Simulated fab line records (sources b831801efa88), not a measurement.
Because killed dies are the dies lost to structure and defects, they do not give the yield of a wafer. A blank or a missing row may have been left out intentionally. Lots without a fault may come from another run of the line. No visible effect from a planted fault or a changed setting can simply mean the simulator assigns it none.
Code-filled problem report in 8D (eight disciplines) form + flow sky130 + the parts of the form that need people (team, actions taken, sign-off) are left out

## 1. WHAT IS WRONG
At SKY_METAL4_EXPOSE_10, exposure dose mJ cm2 averages 27.576 over 9 wafers from 3 lots, while fault-free wafers read 27.897, standard deviation 0.025. That puts it -13 standard deviations away from the usual mean.
The step: exposes mask MM4, target cd 300 nm.
Seen first at day 47 02:29 on krf scanner-02, wafer L615.2. At this step, 36 wafers from 12 lots have a number in the record. The rule behind "out" and "out of limits": a value lying over 4 standard deviations away from the usual mean. Any other wafer with a number is counted as sound.

## 2. WHAT IT IS, WHAT IT ISN'T
| question                    | is                     | is not                                                                    |
|-----------------------------|------------------------|---------------------------------------------------------------------------|
| which readings at this step | exposure dose mJ cm2   | -                                                                         |
| which lots                  | L615, L617, L621       | L598, L601, L603, L604, L607, L609, L611, L616, L619                      |
| which wafers of those lots  | all that have a number | -                                                                         |
| read on which tools         | krf scanner-02         | krf scanner-01                                                            |
| when                        | from day 47 02:29      | up to then (21 sound wafers); but 6 sound wafers of L616, L619 came after |

## 3. WHAT RULES OUT EACH SUSPECT
Counting: a tool at any process step up to the reading remains a suspect when it ran all the lots that are out and ran no sound lot after the first of those.
- krf scanner-02 at SKY_METAL4_EXPOSE_10 (exposes mask MM4, target cd 300 nm): kept. Every lot that is out went through it, starting with L615 (day 47 02:29), and after that it ran no sound lot; the last sound lot it ran before then is L607 (day 45 00:58). On those wafers its own readings are out: exposure dose mJ cm2.
Remaining after the count: krf scanner-02 at SKY_METAL4_EXPOSE_10.

## 4. THE CAUSE (what the simulator had put in)
Process parameter drift: krf scanner-02, from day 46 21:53 on, at SKY_METAL4_EXPOSE_10. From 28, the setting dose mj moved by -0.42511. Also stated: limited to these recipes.
This tool alone remained once counting was done.

## 5. THE EFFECT CHAIN, in route order
Each row: a reading whose mean over the struck wafers that have a number lies more than 3 standard deviations from the usual. Readings are gone through only where the record gives a usual standard deviation; hours: the median, over the lots, of the time from a lot's start at the first step in this table giving one to that lot's start at this step; sigmas: the change measured in usual standard deviations.
| hours | step                 | reading              | usual  | on struck wafers | change | sigmas |
|-------|----------------------|----------------------|--------|------------------|--------|--------|
| 0     | SKY_METAL4_EXPOSE_10 | exposure dose mJ cm2 | 27.897 | 27.576           | -0.321 | -13    |
Here are the process steps it includes:
- SKY_METAL4_EXPOSE_10: exposes mask MM4, target cd 300 nm.

## 6. WHAT WOULD HAVE CAUGHT IT SOONER
In this record no reading fell out of limits until day 47 02:29, 5 hours after the fault had begun at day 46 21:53.
